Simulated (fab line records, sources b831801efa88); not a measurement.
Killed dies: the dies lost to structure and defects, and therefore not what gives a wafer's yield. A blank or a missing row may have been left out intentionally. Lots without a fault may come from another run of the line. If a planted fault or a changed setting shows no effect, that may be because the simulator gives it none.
A lot that was struck, set against a sound lot | flow sky130 | 22 out of 708 route steps
Sound: these wafers, L460.3, L460.4, L460.6. The struck wafers were L466.2, L466.3, L466.5. The cause is given at the end.
Each step with rows lists, per side, the tool, then ch with its chambers, then its first start. Under that, the readings that differ: sound wafers | struck wafers | difference of the means | sigmas: that difference in standard deviations of wafers without a fault.
alike: words and numbers the same on both sides, and readings whose means are apart by under 2 such deviations; not compared: readings that were withheld, readings missing a value for some wafer, numbers with overlapping values and no deviation given by the record, and bounds like >300 which may hide the same value.
The two part at a step that has a row with sigmas, a row that says differs or no value, or rows on one side only. Numbers that don't overlap but have no deviation are shown without sigmas and don't part them. A reading missing from all wafers of one side parts the sides only when that side holds two or more wafers.

first, 4 steps without rows for these wafers: SKY_PWDE_SOFTBAKE_03; SKY_PWDE_EXPOSE_04 (exposes mask PWDEM, target cd 840 nm); SKY_PWDE_PEB_05; SKY_PWDE_DEVELOP_06 (develop time 60 s).
SKY_PWDE_OVL_MEAS_07:
  struck on overlay-02, day 6 01:39; sound on overlay-02, day 4 16:28
  alike: PWDE_OVL
following that, these wafers have no rows for 1 step: SKY_PWDE_IMPLANT_08.
SKY_PWDE_STRIP_09: strips in O2/N2.
  sound on plasma-asher-03 ch 0,1, day 4 16:40; struck on plasma-asher-02 ch 1, day 6 01:50
  reading                     | sound       | struck      | difference | sigmas
  drypump-motor-current-A (A) | 5.3 5.8 5.8 | 6.8 6.8 6.8 | +1.2       | +2
  alike: oes-product-au, strip-time-to-endpoint-s
  not compared: rf-hours-counter-h
SKY_PWDE_TW_MEAS_10:
  struck on film-metro-02, day 6 01:56; sound on film-metro-03, day 4 16:45
  alike: PWDE_TW
then, 4 steps without rows for these wafers: SKY_NWELL_DEHYDRATE_03 (time 60 s); SKY_NWELL_HMDS_04 (prime time 60 s); SKY_NWELL_COAT_05 (resist thk 3000 nm); SKY_NWELL_SOFTBAKE_06.
SKY_NWELL_EXPOSE_07: exposes mask NWM, target cd 840 nm.
  sound on iline-stepper-02 ch 0, day 5 01:19; struck on iline-stepper-02 ch 0, day 6 10:44
  reading | sound             | struck                  | difference | sigmas
  mask    | NWM#0 NWM#0 NWM#0 | PWDEM#0 PWDEM#0 PWDEM#0 | differs    |
  alike: reticle-temp-C
then, 2 steps without rows for these wafers: SKY_NWELL_PEB_08; SKY_NWELL_DEVELOP_09 (develop time 60 s).
SKY_NWELL_OVL_MEAS_10:
  struck on overlay-01, day 6 20:15; sound on overlay-02, day 5 09:52
  reading           | sound         | struck | difference                    | sigmas
  NWELL_00_OVL (nm) | -0.3 0.8 -0.2 | - - -  | no value on the struck wafers |
then, 3 steps without rows for these wafers: SKY_NWELL_IMPLANT_11; SKY_NWELL_IMPLANT_12; SKY_NWELL_IMPLANT_13.
SKY_NWELL_STRIP_14: strips in O2/N2.
  sound on plasma-asher-01 ch 0,1, day 5 10:22; struck on plasma-asher-04 ch 0,1, day 6 20:44
  alike: drypump-motor-current-A, oes-product-au, strip-time-to-endpoint-s
  not compared: rf-hours-counter-h
SKY_NWELL_TW_MEAS_15:
  struck on film-metro-02, day 6 21:04; sound on film-metro-03, day 5 10:27
  reading  | sound          | struck   | difference | sigmas
  NWELL_TW | 1818 1804 1810 | 30 30 30 | -1781      | -99
  not compared: hold
following that, these wafers have no rows for 1 step: SKY_PAD_OPEN_PROBE_99.

WHERE THEY PART
First at SKY_PWDE_STRIP_09; last, within this record, at SKY_NWELL_TW_MEAS_15.

WHY: what the simulator had put in
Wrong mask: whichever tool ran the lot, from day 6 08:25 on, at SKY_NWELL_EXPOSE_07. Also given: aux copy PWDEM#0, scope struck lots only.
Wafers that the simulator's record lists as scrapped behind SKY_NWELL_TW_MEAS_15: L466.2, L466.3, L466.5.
